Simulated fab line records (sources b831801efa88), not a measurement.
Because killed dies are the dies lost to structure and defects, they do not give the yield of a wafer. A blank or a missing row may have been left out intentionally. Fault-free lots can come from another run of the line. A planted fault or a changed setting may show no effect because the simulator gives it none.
8D (eight disciplines) problem report, filled in by code    flow sky130    the parts of the form that need people (team, actions taken, sign-off) are left out

1. THE ISSUE
cd_nm at SKY_SONOS_TUNNEL_CD_MEAS_07 reads a mean of 395.4 nm on 1 wafer of 1 lot; wafers without a fault read 409.5 nm with a standard deviation of 2.5. That is -5.6 standard deviations from the usual mean.
The step: target cd 410 nm.
Earliest sighting: wafer L696.1 on cd_sem-01 at day 12 21:42. Wafers with a number at this step in the record: 38, from 13 lots. By rule, "out" or "out of limits" means more than 4 standard deviations away from the usual mean. The other wafers with a number count as sound.

2. WHAT IT IS, WHAT IT ISN'T
question                     is                 is not
which readings at this step  cd_nm              -
which lots                   L696               L691, L692, L693, L694, L705, L707, L708, L709, L711, L712, L713, L714
which wafers of those lots   L696.1             L696.5
read on which gauges         cd_sem-01          cd_sem-02
when                         from day 12 21:42  up to then (13 sound wafers); but 24 sound wafers of L705, L707, L708, L709, L711, L712, L713, L714 came after

3. THE SUSPECTS, EACH WITH WHAT RULES IT OUT
Counting: any tool at a process step up to the reading remains a suspect provided it ran every lot that is out. Sound lots after the first of them don't rule it out here, since some wafers of a struck lot are sound.
- the gauge at SKY_SONOS_TUNNEL_CD_MEAS_07: kept. All the wafers that are out were read on cd_sem-01, and no step on other tools shows them out.
- litho_track-04 at SKY_SONOS_TUNNEL_DEVELOP_06 (develop time 60 s): kept. It processed L696, the lot that is out, at day 12 21:33, and its most recent sound lot before then was L692 at day 11 10:16.
Remaining after the count are litho_track-04 at SKY_SONOS_TUNNEL_DEVELOP_06 and cd_sem-01 at SKY_SONOS_TUNNEL_CD_MEAS_07.

4. THE CAUSE (what the simulator had put in)
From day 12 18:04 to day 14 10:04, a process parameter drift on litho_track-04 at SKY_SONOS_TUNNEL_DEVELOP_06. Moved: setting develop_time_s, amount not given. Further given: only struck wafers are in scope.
Counting leaves 2 suspects; this tool is one of them.

5. THE CHAIN OF EFFECTS, in route order
Each row: a reading where the mean over the struck wafers with a number is more than 3 standard deviations away from the usual. Readings are gone through only where the record gives a usual standard deviation; hours: the median, over the lots, of the time from a lot's start at the first step in this table giving one to that lot's start at this step; sigmas: the change measured in usual standard deviations.
hours  step                         reading  usual     on struck wafers  change  sigmas
0      SKY_SONOS_TUNNEL_CD_MEAS_07  cd_nm    409.5 nm  395.4             -14.1   -5.6

6. WHAT WOULD HAVE CAUGHT IT SOONER
4 hours passed between the start of the fault at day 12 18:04 and the first reading out of limits at a measuring or inspecting step in this record, taken at day 12 21:42.
The start of SKY_SONOS_TUNNEL_DEVELOP_06 on litho_track-04 came by day 12 21:42 for every one of the lots that are out (1). Had the tool been put on hold then, not one of them would have been saved.
